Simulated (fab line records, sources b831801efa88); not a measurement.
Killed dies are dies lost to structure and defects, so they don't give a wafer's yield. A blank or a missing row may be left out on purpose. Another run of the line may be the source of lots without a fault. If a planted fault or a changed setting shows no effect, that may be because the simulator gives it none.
A sampling plan put to the test | flow sfqLine | each of the 52 faults these records tell of, on one fab line, judged from the records of the lots it struck
The plan consists of the line's own looks: route steps at which the wafer is read by a gauge or an inspection but not changed. Where struck wafers have a number at a look and the file lists that look's usual mean and standard deviation on fault-free wafers, the look can be judged. Caught: 4 or more of those standard deviations (sigma) separate the usual mean from the mean of the struck wafers at a look after the fault's first step. On the tool: the same test on the tool's own readings at the fault's steps. A different recipe on the struck wafers counts as caught too, as does a record blank only for those wafers.

== THE FAULTS, as the simulator had put them in ==
1. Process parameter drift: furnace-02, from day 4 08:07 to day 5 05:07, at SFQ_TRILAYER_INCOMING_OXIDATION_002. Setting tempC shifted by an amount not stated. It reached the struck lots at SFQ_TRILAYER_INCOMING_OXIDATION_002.
2. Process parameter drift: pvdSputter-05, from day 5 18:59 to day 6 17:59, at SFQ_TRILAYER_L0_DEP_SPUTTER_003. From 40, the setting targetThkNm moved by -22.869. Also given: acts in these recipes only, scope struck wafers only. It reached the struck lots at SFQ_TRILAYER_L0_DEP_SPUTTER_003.
3. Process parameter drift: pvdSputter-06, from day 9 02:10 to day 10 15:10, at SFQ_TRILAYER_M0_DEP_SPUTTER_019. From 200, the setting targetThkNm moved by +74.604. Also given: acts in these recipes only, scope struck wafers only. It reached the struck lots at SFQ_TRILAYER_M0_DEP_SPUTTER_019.
4. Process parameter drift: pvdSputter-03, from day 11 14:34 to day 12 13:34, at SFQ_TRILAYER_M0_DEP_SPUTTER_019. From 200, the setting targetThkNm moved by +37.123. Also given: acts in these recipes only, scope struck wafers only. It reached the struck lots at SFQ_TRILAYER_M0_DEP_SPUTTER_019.
5. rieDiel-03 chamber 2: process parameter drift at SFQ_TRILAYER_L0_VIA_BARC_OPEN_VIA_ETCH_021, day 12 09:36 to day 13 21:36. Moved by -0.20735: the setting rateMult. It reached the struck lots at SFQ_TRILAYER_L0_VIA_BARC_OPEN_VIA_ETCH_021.
6. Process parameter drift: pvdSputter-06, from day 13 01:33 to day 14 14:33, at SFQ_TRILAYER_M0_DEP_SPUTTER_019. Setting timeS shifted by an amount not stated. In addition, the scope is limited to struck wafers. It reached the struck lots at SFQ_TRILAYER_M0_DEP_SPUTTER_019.
7. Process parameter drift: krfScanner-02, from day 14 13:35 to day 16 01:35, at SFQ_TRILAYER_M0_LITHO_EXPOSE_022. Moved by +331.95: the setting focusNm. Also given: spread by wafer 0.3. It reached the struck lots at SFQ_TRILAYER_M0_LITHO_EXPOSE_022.
8. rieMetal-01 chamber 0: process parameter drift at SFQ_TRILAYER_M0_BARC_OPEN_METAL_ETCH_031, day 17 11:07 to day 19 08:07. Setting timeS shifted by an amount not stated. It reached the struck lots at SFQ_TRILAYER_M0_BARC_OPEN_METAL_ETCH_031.
9. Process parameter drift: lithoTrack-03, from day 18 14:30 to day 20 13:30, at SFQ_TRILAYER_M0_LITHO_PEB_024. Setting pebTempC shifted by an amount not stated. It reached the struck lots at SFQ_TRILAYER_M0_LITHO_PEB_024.
10. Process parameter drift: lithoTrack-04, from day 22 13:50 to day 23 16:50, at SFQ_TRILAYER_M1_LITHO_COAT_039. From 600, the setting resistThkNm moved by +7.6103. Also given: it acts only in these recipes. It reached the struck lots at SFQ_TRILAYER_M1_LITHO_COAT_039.
11. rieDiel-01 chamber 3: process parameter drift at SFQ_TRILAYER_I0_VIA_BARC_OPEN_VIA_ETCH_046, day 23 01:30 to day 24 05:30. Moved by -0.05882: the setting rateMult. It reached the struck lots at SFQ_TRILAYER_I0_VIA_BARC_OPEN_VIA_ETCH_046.
12. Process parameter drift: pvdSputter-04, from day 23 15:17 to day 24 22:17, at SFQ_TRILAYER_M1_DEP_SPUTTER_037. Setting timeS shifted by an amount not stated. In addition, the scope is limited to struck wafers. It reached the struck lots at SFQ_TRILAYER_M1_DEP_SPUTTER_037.
13. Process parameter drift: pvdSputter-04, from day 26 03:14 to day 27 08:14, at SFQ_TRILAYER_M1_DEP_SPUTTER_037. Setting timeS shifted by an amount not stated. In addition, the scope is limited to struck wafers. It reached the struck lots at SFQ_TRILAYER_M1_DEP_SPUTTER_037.
14. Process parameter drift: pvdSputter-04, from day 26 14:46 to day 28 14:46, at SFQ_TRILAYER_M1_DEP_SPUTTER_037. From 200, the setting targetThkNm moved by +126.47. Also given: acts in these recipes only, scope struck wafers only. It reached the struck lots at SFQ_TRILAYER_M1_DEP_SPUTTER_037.
15. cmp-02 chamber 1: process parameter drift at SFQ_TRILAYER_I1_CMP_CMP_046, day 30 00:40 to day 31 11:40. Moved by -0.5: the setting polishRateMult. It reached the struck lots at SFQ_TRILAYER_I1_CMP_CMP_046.
16. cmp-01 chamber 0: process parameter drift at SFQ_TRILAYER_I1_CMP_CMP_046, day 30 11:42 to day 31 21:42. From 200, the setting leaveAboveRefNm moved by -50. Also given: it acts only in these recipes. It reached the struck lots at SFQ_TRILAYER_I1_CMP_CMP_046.
17. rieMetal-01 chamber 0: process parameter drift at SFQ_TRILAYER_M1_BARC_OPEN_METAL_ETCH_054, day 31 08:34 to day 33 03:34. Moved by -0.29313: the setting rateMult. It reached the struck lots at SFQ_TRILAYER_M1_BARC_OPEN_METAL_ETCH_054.
18. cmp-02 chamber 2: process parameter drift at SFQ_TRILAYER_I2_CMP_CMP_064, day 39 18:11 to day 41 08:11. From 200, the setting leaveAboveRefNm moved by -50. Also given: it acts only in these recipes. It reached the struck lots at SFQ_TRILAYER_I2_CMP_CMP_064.
19. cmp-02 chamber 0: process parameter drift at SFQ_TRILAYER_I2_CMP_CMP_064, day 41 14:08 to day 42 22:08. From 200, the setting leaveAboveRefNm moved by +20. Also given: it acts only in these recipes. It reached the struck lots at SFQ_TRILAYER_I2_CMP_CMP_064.
20. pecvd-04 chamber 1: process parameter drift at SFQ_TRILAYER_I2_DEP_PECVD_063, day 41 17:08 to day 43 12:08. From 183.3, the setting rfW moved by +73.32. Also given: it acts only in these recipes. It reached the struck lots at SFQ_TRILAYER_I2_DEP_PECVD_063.
21. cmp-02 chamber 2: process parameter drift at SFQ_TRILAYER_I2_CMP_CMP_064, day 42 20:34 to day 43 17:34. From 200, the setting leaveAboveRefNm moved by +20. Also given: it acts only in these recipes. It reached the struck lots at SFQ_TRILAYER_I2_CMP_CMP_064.
22. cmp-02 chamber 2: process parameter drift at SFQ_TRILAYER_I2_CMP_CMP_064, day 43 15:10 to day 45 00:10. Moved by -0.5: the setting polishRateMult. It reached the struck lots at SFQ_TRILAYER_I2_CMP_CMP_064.
23. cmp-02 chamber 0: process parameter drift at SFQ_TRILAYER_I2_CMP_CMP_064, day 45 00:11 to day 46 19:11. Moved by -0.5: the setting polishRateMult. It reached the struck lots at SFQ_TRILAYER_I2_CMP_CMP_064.
24. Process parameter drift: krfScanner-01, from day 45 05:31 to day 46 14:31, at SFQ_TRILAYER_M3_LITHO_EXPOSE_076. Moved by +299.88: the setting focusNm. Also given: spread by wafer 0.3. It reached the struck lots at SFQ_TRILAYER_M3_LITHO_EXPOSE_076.
25. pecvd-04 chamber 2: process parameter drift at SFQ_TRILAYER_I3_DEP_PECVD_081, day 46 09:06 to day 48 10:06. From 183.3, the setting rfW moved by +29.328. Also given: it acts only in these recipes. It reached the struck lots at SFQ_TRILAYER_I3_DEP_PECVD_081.
26. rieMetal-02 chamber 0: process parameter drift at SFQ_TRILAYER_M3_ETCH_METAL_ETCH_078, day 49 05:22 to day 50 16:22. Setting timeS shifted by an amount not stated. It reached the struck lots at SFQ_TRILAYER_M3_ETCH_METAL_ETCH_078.
27. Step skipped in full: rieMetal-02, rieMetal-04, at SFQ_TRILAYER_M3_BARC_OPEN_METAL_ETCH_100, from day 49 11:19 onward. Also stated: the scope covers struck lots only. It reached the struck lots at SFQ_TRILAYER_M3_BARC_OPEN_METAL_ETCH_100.
28. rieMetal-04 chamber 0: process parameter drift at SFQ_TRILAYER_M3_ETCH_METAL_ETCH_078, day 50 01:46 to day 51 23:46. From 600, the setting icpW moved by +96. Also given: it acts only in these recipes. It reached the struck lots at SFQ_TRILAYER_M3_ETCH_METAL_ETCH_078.
29. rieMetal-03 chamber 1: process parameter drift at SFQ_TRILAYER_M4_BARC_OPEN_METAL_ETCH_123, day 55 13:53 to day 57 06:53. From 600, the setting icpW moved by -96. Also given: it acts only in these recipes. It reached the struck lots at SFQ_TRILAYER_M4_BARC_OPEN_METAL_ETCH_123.
30. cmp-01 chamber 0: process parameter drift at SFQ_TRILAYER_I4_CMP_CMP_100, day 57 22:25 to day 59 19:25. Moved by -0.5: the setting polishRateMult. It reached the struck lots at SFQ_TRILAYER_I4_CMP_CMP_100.
31. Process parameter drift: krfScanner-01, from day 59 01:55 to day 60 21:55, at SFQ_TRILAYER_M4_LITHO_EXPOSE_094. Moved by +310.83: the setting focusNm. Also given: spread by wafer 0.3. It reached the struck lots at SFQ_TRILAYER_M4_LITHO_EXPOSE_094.
32. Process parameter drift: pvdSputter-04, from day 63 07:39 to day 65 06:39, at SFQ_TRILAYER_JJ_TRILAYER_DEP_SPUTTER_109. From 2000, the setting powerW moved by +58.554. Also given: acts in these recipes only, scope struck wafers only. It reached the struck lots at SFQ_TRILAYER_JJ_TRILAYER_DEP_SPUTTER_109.
33. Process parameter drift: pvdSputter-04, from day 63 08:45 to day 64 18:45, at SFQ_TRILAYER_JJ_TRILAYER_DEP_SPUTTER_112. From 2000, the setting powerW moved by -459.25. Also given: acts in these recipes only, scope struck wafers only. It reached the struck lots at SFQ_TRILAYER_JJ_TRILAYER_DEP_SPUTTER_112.
34. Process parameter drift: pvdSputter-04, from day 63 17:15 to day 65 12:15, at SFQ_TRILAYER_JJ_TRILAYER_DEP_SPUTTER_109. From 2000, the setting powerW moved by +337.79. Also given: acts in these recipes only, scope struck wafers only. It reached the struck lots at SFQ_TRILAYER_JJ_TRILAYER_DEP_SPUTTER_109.
35. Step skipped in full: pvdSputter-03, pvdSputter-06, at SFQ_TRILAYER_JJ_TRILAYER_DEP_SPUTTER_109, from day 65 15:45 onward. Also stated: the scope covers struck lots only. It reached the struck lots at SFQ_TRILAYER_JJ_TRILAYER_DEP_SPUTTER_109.
36. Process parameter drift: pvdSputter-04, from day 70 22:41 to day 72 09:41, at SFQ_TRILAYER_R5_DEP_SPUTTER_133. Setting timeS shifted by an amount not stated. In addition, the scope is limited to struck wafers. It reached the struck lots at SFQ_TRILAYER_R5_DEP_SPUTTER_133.
37. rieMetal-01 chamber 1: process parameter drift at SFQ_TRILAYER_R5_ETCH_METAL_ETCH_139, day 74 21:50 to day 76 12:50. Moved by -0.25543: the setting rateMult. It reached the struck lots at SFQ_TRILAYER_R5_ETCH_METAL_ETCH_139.
38. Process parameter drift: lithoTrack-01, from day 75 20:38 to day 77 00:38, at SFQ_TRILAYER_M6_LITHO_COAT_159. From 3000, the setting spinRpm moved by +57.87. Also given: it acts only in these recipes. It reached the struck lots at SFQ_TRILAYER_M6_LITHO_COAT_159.
39. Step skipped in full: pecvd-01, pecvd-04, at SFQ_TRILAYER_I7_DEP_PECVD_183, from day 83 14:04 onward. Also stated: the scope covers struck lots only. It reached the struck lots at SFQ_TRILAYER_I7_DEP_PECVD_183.
40. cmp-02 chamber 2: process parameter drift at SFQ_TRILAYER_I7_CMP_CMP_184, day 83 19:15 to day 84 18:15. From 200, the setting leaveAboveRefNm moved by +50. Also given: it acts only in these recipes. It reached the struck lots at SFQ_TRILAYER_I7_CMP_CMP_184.
41. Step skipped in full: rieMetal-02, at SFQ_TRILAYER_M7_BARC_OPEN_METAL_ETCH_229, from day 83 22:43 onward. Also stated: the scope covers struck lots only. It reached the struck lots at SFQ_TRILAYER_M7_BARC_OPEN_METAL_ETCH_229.
42. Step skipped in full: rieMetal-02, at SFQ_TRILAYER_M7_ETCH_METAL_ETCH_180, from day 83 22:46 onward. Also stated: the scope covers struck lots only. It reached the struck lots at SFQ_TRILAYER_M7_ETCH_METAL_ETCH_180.
43. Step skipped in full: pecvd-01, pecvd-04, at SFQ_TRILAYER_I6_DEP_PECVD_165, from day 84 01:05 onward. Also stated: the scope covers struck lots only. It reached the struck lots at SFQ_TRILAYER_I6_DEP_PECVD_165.
44. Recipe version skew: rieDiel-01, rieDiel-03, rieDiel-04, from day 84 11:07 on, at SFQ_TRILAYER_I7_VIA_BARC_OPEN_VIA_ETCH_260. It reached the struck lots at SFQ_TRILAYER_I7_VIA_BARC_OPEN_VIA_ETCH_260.
45. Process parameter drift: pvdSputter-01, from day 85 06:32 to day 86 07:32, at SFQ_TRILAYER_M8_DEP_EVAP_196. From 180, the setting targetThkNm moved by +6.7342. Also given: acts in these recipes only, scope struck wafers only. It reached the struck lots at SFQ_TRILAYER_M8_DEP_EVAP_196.
46. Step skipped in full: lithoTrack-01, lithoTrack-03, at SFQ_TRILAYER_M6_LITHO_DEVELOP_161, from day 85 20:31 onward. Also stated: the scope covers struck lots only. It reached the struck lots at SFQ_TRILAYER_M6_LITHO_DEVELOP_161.
47. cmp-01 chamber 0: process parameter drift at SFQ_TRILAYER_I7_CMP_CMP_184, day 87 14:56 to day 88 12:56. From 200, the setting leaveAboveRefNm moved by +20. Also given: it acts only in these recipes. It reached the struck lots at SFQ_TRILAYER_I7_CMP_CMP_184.
48. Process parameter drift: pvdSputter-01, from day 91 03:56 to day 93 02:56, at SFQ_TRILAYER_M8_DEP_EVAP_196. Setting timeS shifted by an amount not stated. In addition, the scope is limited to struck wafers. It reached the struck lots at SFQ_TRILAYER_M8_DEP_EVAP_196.
49. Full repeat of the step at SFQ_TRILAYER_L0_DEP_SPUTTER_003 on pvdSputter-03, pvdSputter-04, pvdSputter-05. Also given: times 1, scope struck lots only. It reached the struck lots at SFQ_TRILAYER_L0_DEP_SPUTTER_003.
50. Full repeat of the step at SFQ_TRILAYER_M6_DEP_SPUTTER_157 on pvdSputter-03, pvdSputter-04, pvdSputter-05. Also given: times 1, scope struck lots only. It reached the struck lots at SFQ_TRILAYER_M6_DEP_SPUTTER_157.
51. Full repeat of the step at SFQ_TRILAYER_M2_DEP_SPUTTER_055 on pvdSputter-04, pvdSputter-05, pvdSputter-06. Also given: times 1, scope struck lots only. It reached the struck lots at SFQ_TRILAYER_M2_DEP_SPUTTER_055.
52. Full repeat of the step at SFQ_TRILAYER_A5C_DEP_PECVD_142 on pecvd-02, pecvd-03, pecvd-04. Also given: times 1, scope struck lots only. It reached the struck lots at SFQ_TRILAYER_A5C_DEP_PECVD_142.

== WHAT THE PLAN SAW ==
fault | on the tool itself                               | first look that catches it                      | reading, sigma                                    | median hours from its first step to that look | hours from the fault's start to the first struck lot there | judged looks passed uncaught
1     | tubeCenterTempC +99 or beyond sigma              | no look after it can be judged                  | -                                                 | -                                             | -                                                          | 0
2     | under 2 sigma                                    | SFQ_L0_RS_MEAS_901                              | L0_MONX_KI_RS +99 or beyond                       | 0.1                                           | 8                                                          | 0
3     | under 2 sigma                                    | SFQ_M0_RS_MEAS_904                              | M0_NB_RS -28                                      | 0.1                                           | 14                                                         | 0
4     | under 2 sigma                                    | SFQ_M0_RS_MEAS_904                              | M0_NB_RS -16                                      | 0.1                                           | 3                                                          | 0
5     | under 2 sigma                                    | no look after it can be judged                  | -                                                 | -                                             | -                                                          | 0
6     | under 2 sigma                                    | SFQ_M0_RS_MEAS_904                              | M0_NB_RS +29                                      | 0.1                                           | 6                                                          | 0
7     | no reading that can be judged                    | none of the 5 looks that can be judged after it | -                                                 | -                                             | -                                                          | 5
8     | runLengthS -9.7 sigma                            | no look after it can be judged                  | -                                                 | -                                             | -                                                          | 0
9     | heaterPowerTotalW +99 or beyond sigma            | not the one look that can be judged after it    | -                                                 | -                                             | -                                                          | 1
10    | under 2 sigma                                    | not the one look that can be judged after it    | -                                                 | -                                             | -                                                          | 1
11    | under 2 sigma                                    | no look after it can be judged                  | -                                                 | -                                             | -                                                          | 0
12    | under 2 sigma                                    | SFQ_M1_RS_MEAS_909                              | M1_NB_RS +10                                      | 0.1                                           | 17                                                         | 0
13    | under 2 sigma                                    | SFQ_M1_RS_MEAS_909                              | M1_NB_RS -19                                      | 0.1                                           | 10                                                         | 0
14    | under 2 sigma                                    | SFQ_M1_RS_MEAS_909                              | M1_NB_RS -36                                      | 0.1                                           | 2                                                          | 0
15    | timeToEndpointS +10 sigma                        | not the one look that can be judged after it    | -                                                 | -                                             | -                                                          | 1
16    | timeToEndpointS +5.4 sigma                       | no look after it can be judged                  | -                                                 | -                                             | -                                                          | 0
17    | under 2 sigma                                    | no look after it can be judged                  | -                                                 | -                                             | -                                                          | 0
18    | timeToEndpointS +4.9 sigma                       | no look after it can be judged                  | -                                                 | -                                             | -                                                          | 0
19    | only faintly: timeToEndpointS -2.0 sigma         | none of the 2 looks that can be judged after it | -                                                 | -                                             | -                                                          | 2
20    | rfFwdPowerW +99 or beyond sigma                  | no look after it can be judged                  | -                                                 | -                                             | -                                                          | 0
21    | only faintly: timeToEndpointS -2.2 sigma         | no look after it can be judged                  | -                                                 | -                                             | -                                                          | 0
22    | timeToEndpointS +9.5 sigma                       | no look after it can be judged                  | -                                                 | -                                             | -                                                          | 0
23    | timeToEndpointS +8.3 sigma                       | not the one look that can be judged after it    | -                                                 | -                                             | -                                                          | 1
24    | under 2 sigma                                    | none of the 5 looks that can be judged after it | -                                                 | -                                             | -                                                          | 5
25    | rfFwdPowerW +44 sigma                            | no look after it can be judged                  | -                                                 | -                                             | -                                                          | 0
26    | runLengthS -14 sigma                             | no look after it can be judged                  | -                                                 | -                                             | -                                                          | 0
27    | the tool's record is blank for the struck wafers | no look after it can be judged                  | -                                                 | -                                             | -                                                          | 0
28    | rfFwdPowerW +45 sigma                            | no look after it can be judged                  | -                                                 | -                                             | -                                                          | 0
29    | rfFwdPowerW -46 sigma                            | no look after it can be judged                  | -                                                 | -                                             | -                                                          | 0
30    | timeToEndpointS +10 sigma                        | no look after it can be judged                  | -                                                 | -                                             | -                                                          | 0
31    | under 2 sigma                                    | none of the 5 looks that can be judged after it | -                                                 | -                                             | -                                                          | 5
32    | cathodeDcPowerW +99 or beyond sigma              | none of the 4 looks that can be judged after it | -                                                 | -                                             | -                                                          | 4
33    | cathodeDcPowerW -99 or beyond sigma              | SFQ_JJ_RS_MEAS_929                              | JJ_NB_RS +28                                      | 0.1                                           | 16                                                         | 0
34    | cathodeDcPowerW +99 or beyond sigma              | none of the 4 looks that can be judged after it | -                                                 | -                                             | -                                                          | 4
35    | the tool's record is blank for the struck wafers | no look after it can be judged                  | -                                                 | -                                             | -                                                          | 0
36    | under 2 sigma                                    | not the one look that can be judged after it    | strongest: R5_MONX_RS at SFQ_R5_RS_MEAS_933, -2.9 | -                                             | -                                                          | 1
37    | oesProductAu -24 sigma                           | none of the 4 looks that can be judged after it | -                                                 | -                                             | -                                                          | 4
38    | spinSpeedRpm +33 sigma                           | not the one look that can be judged after it    | -                                                 | -                                             | -                                                          | 1
39    | the tool's record is blank for the struck wafers | not the one look that can be judged after it    | -                                                 | -                                             | -                                                          | 1
40    | timeToEndpointS -6.4 sigma                       | no look after it can be judged                  | -                                                 | -                                             | -                                                          | 0
41    | the tool's record is blank for the struck wafers | no look after it can be judged                  | -                                                 | -                                             | -                                                          | 0
42    | no reading that can be judged                    | none of the 5 looks that can be judged after it | -                                                 | -                                             | -                                                          | 5
43    | the tool's record is blank for the struck wafers | no look after it can be judged                  | -                                                 | -                                             | -                                                          | 0
44    | oesProductAu +29 sigma                           | no look after it can be judged                  | -                                                 | -                                             | -                                                          | 0
45    | no reading that can be judged                    | SFQ_M8_RS_MEAS_949                              | M8_AU_RS -4.2                                     | 0.5                                           | 5                                                          | 0
46    | no reading that can be judged                    | no look after it can be judged                  | -                                                 | -                                             | -                                                          | 0
47    | under 2 sigma                                    | no look after it can be judged                  | -                                                 | -                                             | -                                                          | 0
48    | no reading that can be judged                    | SFQ_M8_RS_MEAS_949                              | M8_AU_RS -6.4                                     | 0.5                                           | 26                                                         | 0
49    | under 2 sigma                                    | SFQ_L0_RS_MEAS_901                              | L0_MONX_KI_RS -58                                 | 0.3                                           | -                                                          | 0
50    | under 2 sigma                                    | SFQ_M6_RS_MEAS_938                              | M6_NB_RS -45                                      | 0.4                                           | -                                                          | 0
51    | under 2 sigma                                    | SFQ_M2_RS_MEAS_914                              | M2_NB_RS -47                                      | 0.3                                           | -                                                          | 0
52    | under 2 sigma                                    | no look after it can be judged                  | -                                                 | -                                             | -                                                          | 0
Dash: fault not caught, or number not given in these records.

Caught at a look: 13 of 52. Caught on the tool: 26 of 52. By one or the other: 38 of 52.
On the tool alone, faults 1, 8, 9, 15, 16, 18, 20, 22, 23, 25, 26, 27, 28, 29, 30, 32, 34, 35, 37, 38, 39, 40, 41, 43, 44 were caught.
Caught at a look alone: faults 2, 3, 4, 6, 12, 13, 14, 45, 48, 49, 50, 51.
Caught by neither: faults 5, 7, 10, 11, 17, 19, 21, 24, 31, 36, 42, 46, 47, 52.

== THINNER SAMPLING ==
In the worst case, this is how late the first struck lot would be measured if the look that catches a fault measured only every second or every third lot, by lot number:
fault | struck lots at that look, in order of time | every lot | every second lot | every third lot
2     | L932, L933                                 | 8 h       | 13 h             | may miss all 2
3     | L390, L391                                 | 14 h      | 22 h             | may miss all 2
4     | L232, L233                                 | 3 h       | 9 h              | may miss all 2
6     | L722, L723                                 | 6 h       | 12 h             | may miss all 2
12    | L417                                       | 17 h      | may miss it      | may miss it
13    | L464, L465                                 | 10 h      | 13 h             | may miss all 2
14    | L181, L183                                 | 2 h       | may miss all 2   | may miss all 2
33    | L596                                       | 16 h      | may miss it      | may miss it
45    | L187                                       | 5 h       | may miss it      | may miss it
48    | L760, L762                                 | 26 h      | may miss all 2   | may miss all 2
Hours are from the fault's start to the first struck lot that is measured. Since the struck wafers were tested as one group against 4 sigma, a single lot by itself may lie under the limit. Other struck lots may not be in these records.

== THE LONGEST TIMED WAY FROM STEP TO LOOK ==
Fault 48: a median of 0.5 hours passes between SFQ_TRILAYER_M8_DEP_EVAP_196 and SFQ_M8_RS_MEAS_949. No look between them can be judged.
